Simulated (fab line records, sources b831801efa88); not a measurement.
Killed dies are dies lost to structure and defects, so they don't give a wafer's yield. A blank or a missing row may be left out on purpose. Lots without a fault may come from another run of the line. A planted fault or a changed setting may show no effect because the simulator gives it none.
Problem report in the 8D (eight disciplines) form, filled by code | flow sky130 | the parts of the form that need people (team, actions taken, sign-off) are left out
Where a reading is given only as a bound, like >300, the bound stands for it, and a mean or a difference that rests on one is marked > or <: the true number lies beyond.

1. THE PROBLEM
VIA2_W_RS at SKY_VIA2_RS_MEAS_22 reads a mean of 61.1017 ohm/sq on 6 wafers of 2 lots; wafers without a fault read 0.2728 ohm/sq with a standard deviation of 0.0029. That is +99 or more standard deviations from the usual mean.
The step: measures by four-point-probe.
First seen on wafer L343.1, day 39 03:50, on film_metro-01. The record holds 30 wafers of 10 lots with a number at this step. Rule for "out", or "out of limits": more than 4 standard deviations from the usual mean. The other wafers with a number count as sound.

2. WHAT IT IS AND WHAT IT IS NOT
question                    | is                           | is not
which readings at this step | VIA2_W_RS                    | -
which lots                  | L343, L344                   | L337, L338, L339, L342, L348, L356, L357, L360
which wafers of those lots  | all that have a number       | -
read on which gauges        | film_metro-01, film_metro-04 | film_metro-02
when                        | from day 39 03:50            | up to then (12 sound wafers); but 12 sound wafers of L348, L356, L357, L360 came after

3. SUSPECTS, AND WHAT RULES EACH OUT
Counting: a tool at a process step up to the reading stays a suspect if it ran every lot that is out and no sound lot after the first of them.
- the gauge at SKY_VIA2_RS_MEAS_22: ruled out. The wafers that are out were read on 2 gauges (film_metro-01, film_metro-04).
- pvd_sputter-04 at SKY_METAL2_SPUTTER_02 (material AlCu, target thk 250 nm, time 12.73 s): ruled out as a lasting fault. Sound lots L356, L360 ran on it after its first lot that is out, L343 (day 36 23:45).
- cvd_w-02 at SKY_VIA2_CVD_21 (deposits W, target thk 420 nm, time 126.4 s): ruled out as a lasting fault. Sound lots L348, L356, L357, L360 ran on it after its first lot that is out, L343 (day 39 03:43).
Left after counting: nothing in the record.

4. THE CAUSE (what the simulator had put in)
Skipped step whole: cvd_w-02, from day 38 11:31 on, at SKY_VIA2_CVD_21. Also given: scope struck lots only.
Counting ruled it out, wrongly: the rule takes a fault to strike every lot that its tool runs from its start on, and this one did not.

5. THE CHAIN OF EFFECTS, in route order
Each row: a reading whose mean over the struck wafers that have a number lies more than 3 standard deviations from the usual. Only readings for which the record gives a usual standard deviation are gone through. hours: the time from each lot's start at the first step in this table that gives one to its start at this step, as a median over the lots. sigmas: the change in usual standard deviations.
hours | step                  | reading              | usual         | on struck wafers | change   | sigmas
0     | SKY_VIA2_RS_MEAS_22   | VIA2_W_RS            | 0.2728 ohm/sq | 61.1017          | +60.8289 | +99 or more
0     | SKY_VIA2_THK_MEAS_23  | VIA2_W_THK           | 419 nm        | <0               | <-419    | <-84
217   | SKY_PAD_OPEN_PROBE_99 | defect_limited_yield | 82.2 %        | 0.0              | -82.2    | -46
217   | SKY_PAD_OPEN_PROBE_99 | killed_at_M0_to_M3   | 44            | 444              | +400     | +56
217   | SKY_PAD_OPEN_PROBE_99 | killed_dies          | 88            | 492              | +404     | +44
217   | SKY_PAD_OPEN_PROBE_99 | killed_on_rim        | 17            | 96               | +79      | +20
217   | SKY_PAD_OPEN_PROBE_99 | sort_bin_5_function  | 10.6 %        | 92.5             | +81.9    | +58
217   | SKY_PAD_OPEN_PROBE_99 | sort_n_pass          | 404           | 0                | -404     | -44
217   | SKY_PAD_OPEN_PROBE_99 | sort_yield_pct       | 82.2 %        | 0.0              | -82.2    | -46
The process steps in it:
- SKY_PAD_OPEN_PROBE_99
Readings that are blank on the struck wafers while sound wafers have them: chamber_pressure_Torr at SKY_VIA2_CVD_21; heater_power_outer_w at SKY_VIA2_CVD_21; heater_power_w at SKY_VIA2_CVD_21.

6. WHAT WOULD HAVE CAUGHT IT SOONER
In this record the first reading out of limits at a measuring or inspecting step was taken at day 39 03:50, 16 hours after the fault began at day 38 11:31.
At SKY_VIA2_CVD_21 the tool's readings are blank on the struck wafers, where sound wafers have them: an empty tool record is the first sign, and it was there at once.
